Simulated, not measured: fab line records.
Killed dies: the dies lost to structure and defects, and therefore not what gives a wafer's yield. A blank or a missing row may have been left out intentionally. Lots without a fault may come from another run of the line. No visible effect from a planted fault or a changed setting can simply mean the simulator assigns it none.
Problem report in the 8D (eight disciplines) form, filled by code / flow sky130 / the parts of the form that need people (team, actions taken, sign-off) are left out

## 1. WHAT WENT WRONG
Mean PWDE_TW at SKY_PWDE_TW_MEAS_10: 397.8 over 2 wafers in 2 lots; fault-free wafers: 372.0, standard deviation 2.5. Measured from the usual mean, that is +10 standard deviations.
First observed at day 5 18:32: wafer L798.4, on film_metro-03. The record has a number at this step for 32 wafers belonging to 11 lots. Rule for "out" (also "out of limits"): further than 4 standard deviations from the usual mean. All remaining wafers that have a number are taken as sound.

## 2. WHAT IT IS; WHAT IT IS NOT
question=which readings at this step | is=PWDE_TW | is not=-
question=which lots | is=L798, L802 | is not=L790, L792, L793, L794, L796, L797, L811, L812, L813
question=which wafers of those lots | is=L798.4, L802.4 | is not=L798.1, L802.1, L802.6
question=read on which gauges | is=film_metro-03 | is not=film_metro-02, film_metro-04
question=when | is=from day 5 18:32 | is not=up to then (19 sound wafers); but 11 sound wafers of L802, L811, L812, L813 came after

## 3. THE SUSPECTS, EACH WITH WHAT RULES IT OUT
Counting: a tool at a process step up to the reading stays a suspect if it ran every lot that is out. Sound lots after the first of them don't rule it out here, since some wafers of a struck lot are sound.
- the gauge at SKY_PWDE_TW_MEAS_10 is ruled out. All the wafers that are out were read on film_metro-03, but those of them that SKY_PWDE_IMPLANT_08 has rows for are out there too, on other tools.
- plasma_asher-01 at SKY_DNWELL_STRIP_08 (strips in O2/N2): kept. It ran every lot that is out, first L798 (day 5 00:11); its last sound lot up to then is L793 (day 3 23:13).
- implanter-02 at SKY_PWDE_IMPLANT_08: kept. It ran every lot that is out, first L798 (day 5 18:17); its last sound lot up to then is L797 (day 5 11:35). On those wafers its own readings are out: beam_on_s, faraday_current_uA.
The count leaves implanter-02 at SKY_PWDE_IMPLANT_08 and plasma_asher-01 at SKY_DNWELL_STRIP_08.

## 4. THE CAUSE (what the simulator had put in)
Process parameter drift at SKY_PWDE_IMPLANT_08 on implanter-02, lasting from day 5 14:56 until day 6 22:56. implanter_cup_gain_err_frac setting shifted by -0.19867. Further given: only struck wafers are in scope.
Counting left 2 suspects, and this tool is among them.

## 5. THE EFFECT CHAIN, in route order
One row per reading whose mean, taken over the struck wafers that have a number, lies over 3 standard deviations from the usual. Only readings whose record carries a usual standard deviation are examined. hours: median over the lots of the time between each lot's start at the first step of this table that gives one and its start at this step. sigmas: the change, counted in usual standard deviations.
hours=0; step=SKY_PWDE_IMPLANT_08; reading=beam_on_s; usual=10.01 s; on struck wafers=12.93; change=+2.92; sigmas=+13
hours=0; step=SKY_PWDE_IMPLANT_08; reading=faraday_current_uA; usual=20.3; on struck wafers=15.7; change=-4.6; sigmas=-10
hours=0; step=SKY_PWDE_TW_MEAS_10; reading=PWDE_TW; usual=372.0; on struck wafers=397.8; change=+25.8; sigmas=+10
hours=41; step=SKY_NWELL_RS_MEAS_31; reading=PWDE_RS; usual=5280 ohm/sq; on struck wafers=4440; change=-840; sigmas=-47
Process steps it contains:
- SKY_PWDE_IMPLANT_08
Later steps that measure or inspect, where all struck wafers having a row at the step show a number for every such reading and not one has moved that far: SKY_NWELL_TW_MEAS_26.

## 6. HOW IT WOULD HAVE BEEN CAUGHT EARLIER
The first out-of-limits reading at a measuring or inspecting step in this record came at day 5 18:32, 4 hours after the fault's start at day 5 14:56.
Tool's own readings at SKY_PWDE_IMPLANT_08, beam_on_s, faraday_current_uA: out on all struck wafers the step has rows for; an alarm limit on them would have tripped on the first.
Lots out: 2; of these, L802 started SKY_PWDE_IMPLANT_08 on implanter-02 after day 5 18:32. A tool hold placed at that time would have kept it from harm.
